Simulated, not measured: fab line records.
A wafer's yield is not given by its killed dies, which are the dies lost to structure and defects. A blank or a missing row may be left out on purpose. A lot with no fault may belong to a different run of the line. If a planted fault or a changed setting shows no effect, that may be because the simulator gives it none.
The tool behind it: which one? + flow gf180mcu + Sampling: 6 lots, 18 wafers, 2 of 602 route steps

== WHAT EACH GAUGE READ, for each wafer ==
GF_PSD_RS_MEAS_14: measures by four-point-probe.
| lot  | measured     | on           | NSD_RS (ohm/sq)   |
|------|--------------|--------------|-------------------|
| L655 | day 15 00:32 | filmMetro-03 | 46.16 46.21 46.19 |
| L656 | day 15 18:28 | filmMetro-03 | 46.19 46.14 46.06 |
| L659 | day 16 15:29 | filmMetro-02 | 46.10 46.13 46.13 |
| L663 | day 17 23:38 | filmMetro-03 | 46.16 46.05 46.10 |
| L668 | day 19 09:28 | filmMetro-01 | 46.48 46.39 46.41 |
| L675 | day 21 18:19 | filmMetro-03 | 46.11 46.09 45.99 |

== EACH LOT AND THE TOOL THAT RAN IT (in order: tool; ch and the chambers of the sampled wafers; start) ==
| lot  | GF_NSD_IMPLANT_10               |
|------|---------------------------------|
| L655 | implanter-04 ch 0, day 14 03:00 |
| L656 | implanter-03 ch 0, day 14 20:08 |
| L659 | implanter-01 ch 0, day 15 16:00 |
| L663 | implanter-01 ch 0, day 16 23:44 |
| L668 | implanter-01 ch 0, day 18 08:34 |
| L675 | implanter-04 ch 0, day 20 18:34 |
- GF_NSD_IMPLANT_10

== THE ANSWER, worked out from the rows above alone ==
Rule: what is usual is taken from the lots themselves. The widest of any qualifying gaps counts: lots, ordered by their means at a reading, are off when they make up no more than a third of the lots, leave a main group of 4 or more, and stand apart from it by 3 or more times the standard deviation of that group's means. The tables above print the reading to a certain number of digits; a main group whose means all agree to those digits is not used. A lot without any number at a reading at which 4 lots or more have one is off too. All remaining lots with rows at the step are treated as sound.
Off: L668, at GF_PSD_RS_MEAS_14 (NSD_RS). For the main group the mean is 46.12 ohm/sq and the standard deviation 0.04.
A tool fits if, at a process step before that reading, it ran every lot that is off, and no sound lot after the first of them. The gauges at GF_PSD_RS_MEAS_14 are tried like those tools. 2 tools fit, implanter-01 at GF_NSD_IMPLANT_10 and filmMetro-01 at GF_PSD_RS_MEAS_14, so this cannot tell which one it is.

== WHAT WAS PUT IN BY THE SIMULATOR ==
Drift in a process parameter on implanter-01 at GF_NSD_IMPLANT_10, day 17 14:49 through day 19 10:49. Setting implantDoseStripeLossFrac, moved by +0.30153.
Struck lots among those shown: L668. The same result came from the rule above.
